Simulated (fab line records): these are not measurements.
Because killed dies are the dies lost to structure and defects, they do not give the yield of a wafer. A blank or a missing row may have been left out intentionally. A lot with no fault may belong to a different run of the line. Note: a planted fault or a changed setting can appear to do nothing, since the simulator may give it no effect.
Which of the tools did it? ; flow gf180mcu ; 39 wafers from 13 lots sampled at 4 of the route's 602 steps

WHAT EACH GAUGE READ, for each wafer
GF_V5_THK_MEAS_25: measures by xrf.
lot;measured;on;V5_W_THK (nm)
L980;day 27 05:22;filmMetro-04;349 344 346
L981;day 27 21:38;filmMetro-04;342 352 345
L983;day 28 09:35;filmMetro-03;343 334 333
L982;day 28 09:57;filmMetro-03;336 345 342
L984;day 28 17:54;filmMetro-03;343 340 339
L985;day 29 04:28;filmMetro-03;346 341 337
L986;day 29 05:06;filmMetro-04;343 348 342
L987;day 29 17:11;filmMetro-02;343 339 343
L989;day 30 09:20;filmMetro-02;342 343 338
L996;day 32 01:39;filmMetro-03;336 338 345
L100;day 32 15:10;filmMetro-02;338 335 333
L101;day 32 23:05;filmMetro-03;346 342 342
L102;day 33 06:40;filmMetro-02;345 348 343

GF_TOP_METAL_RS_MEAS_05: uses a four-point probe to measure.
lot;measured;on;TOP_METAL_ALCU_RS (ohm/sq)
L980;day 27 05:58;filmMetro-01;0.0321 0.0326 0.0320
L981;day 27 22:17;filmMetro-01;0.0325 0.0328 0.0327
L983;day 28 10:10;filmMetro-03;0.0333 0.0335 0.0332
L982;day 28 10:32;filmMetro-03;0.0321 0.0318 0.0323
L984;day 28 18:38;filmMetro-01;0.0326 0.0327 0.0327
L985;day 29 05:03;filmMetro-03;0.0329 0.0332 0.0334
L986;day 29 05:41;filmMetro-03;0.0327 0.0328 0.0330
L987;day 29 17:47;filmMetro-02;0.0330 0.0322 0.0324
L989;day 30 09:56;filmMetro-02;0.0327 0.0331 0.0329
L996;day 32 02:16;filmMetro-02;0.0326 0.0326 0.0332
L100;day 32 15:47;filmMetro-01;0.0325 0.0330 0.0325
L101;day 32 23:59;filmMetro-03;0.0325 0.0324 0.0328
L102;day 33 07:27;filmMetro-02;0.0322 0.0319 0.0326

GF_TOP_METAL_THK_MEAS_06: measures by xrf.
lot;measured;on;TOP_METAL_ALCU_THK (nm)
L980;day 27 06:04;filmMetro-01;929 918 938
L981;day 27 22:23;filmMetro-01;921 908 915
L983;day 28 10:17;filmMetro-03;902 901 912
L982;day 28 10:39;filmMetro-03;947 952 928
L984;day 28 18:44;filmMetro-01;916 912 910
L985;day 29 05:10;filmMetro-03;916 908 909
L986;day 29 05:48;filmMetro-03;924 924 918
L987;day 29 17:53;filmMetro-02;914 935 928
L989;day 30 10:02;filmMetro-02;909 899 905
L996;day 32 02:21;filmMetro-02;922 924 907
L100;day 32 15:54;filmMetro-01;916 901 912
L101;day 33 00:06;filmMetro-03;927 930 916
L102;day 33 07:34;filmMetro-02;937 944 928

EACH LOT AND THE TOOL THAT RAN IT (in order: tool; ch and the chambers of the sampled wafers; start)
lot;GF_TOP_METAL_SPUTTER_04
L980;pvdSputter-04, day 27 05:54
L981;pvdSputter-04, day 27 22:11
L983;pvdSputter-01, day 28 10:08
L982;pvdSputter-03, day 28 10:31
L984;pvdSputter-01, day 28 18:26
L985;pvdSputter-01, day 29 05:01
L986;pvdSputter-01, day 29 05:39
L987;pvdSputter-03, day 29 17:44
L989;pvdSputter-01, day 30 09:52
L996;pvdSputter-01, day 32 02:10
L100;pvdSputter-04, day 32 15:44
L101;pvdSputter-04, day 32 23:57
L102;pvdSputter-04, day 33 07:24
- GF_TOP_METAL_SPUTTER_04: material TiN, target thk 25 nm, time 20.8 s.

AS READ BY THE TOOLS THEMSELVES (means over the sampled wafers that have a number; for cases with no such wafer, the mark the record gives instead)
GF_TOP_METAL_SPUTTER_04.
lot;tool;chamberPressurePa (Pa);throttleValvePct (%)
L980;pvdSputter-04;0.4000;30.0
L981;pvdSputter-04;0.4001;28.1
L983;pvdSputter-01;0.3997;29.3
L982;pvdSputter-03;0.4000;30.7
L984;pvdSputter-01;0.4000;31.0
L985;pvdSputter-01;0.4000;29.2
L986;pvdSputter-01;0.4005;29.7
L987;pvdSputter-03;0.4001;30.5
L989;pvdSputter-01;0.3998;30.7
L996;pvdSputter-01;0.4111;29.5
L100;pvdSputter-04;0.4009;28.9
L101;pvdSputter-04;0.4001;29.4
L102;pvdSputter-04;0.3993;30.4

THE ANSWER, worked out from the rows above alone
Rule: what is usual is taken from the lots themselves. Put in order of their means at a reading, lots are off if they are a third of the lots or fewer, leave a main group of 4 or more, and stand apart from it by a gap of 3 or more times the standard deviation of the main group's means; of several such gaps the widest counts. If all means in a main group match to the digits the tables above print for the reading, that group is not used. A lot without any number at a reading at which 4 lots or more have one is off too. All remaining lots with rows at the step are treated as sound. Order of review: gauges by route order, followed by the tools' own readings, for which a lot's mean as printed above is used. The first step at which some lot is off is used, and at that step the reading that is off furthest; a lot without a number counts as furthest.
Off: L996, at GF_TOP_METAL_SPUTTER_04 (chamberPressurePa). For the main group the mean is 0.4000 Pa and the standard deviation 0.00038.
If a tool, at that step or one of the process steps before it, ran each lot that is off and ran no sound lot following the first of them, it fits. One fits: GF_TOP_METAL_SPUTTER_04 on pvdSputter-01. Its last sound lot is L989 (day 30 09:52), its first lot that is off L996 (day 32 02:10): a fault that began between those two fits.
On the lots that are off, the tool's own readings at GF_TOP_METAL_SPUTTER_04 differ by more than 5 times the standard deviation of the sound lots' means, which bears it out; chamberPressurePa reads 0.4111 Pa there versus 0.4000 Pa on the sound lots.

WHAT THE SIMULATOR PUT IN
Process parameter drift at GF_TOP_METAL_SPUTTER_04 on pvdSputter-01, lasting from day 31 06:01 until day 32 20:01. Setting chamberPressurePa shifted by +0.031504 from 0.4. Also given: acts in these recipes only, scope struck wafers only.
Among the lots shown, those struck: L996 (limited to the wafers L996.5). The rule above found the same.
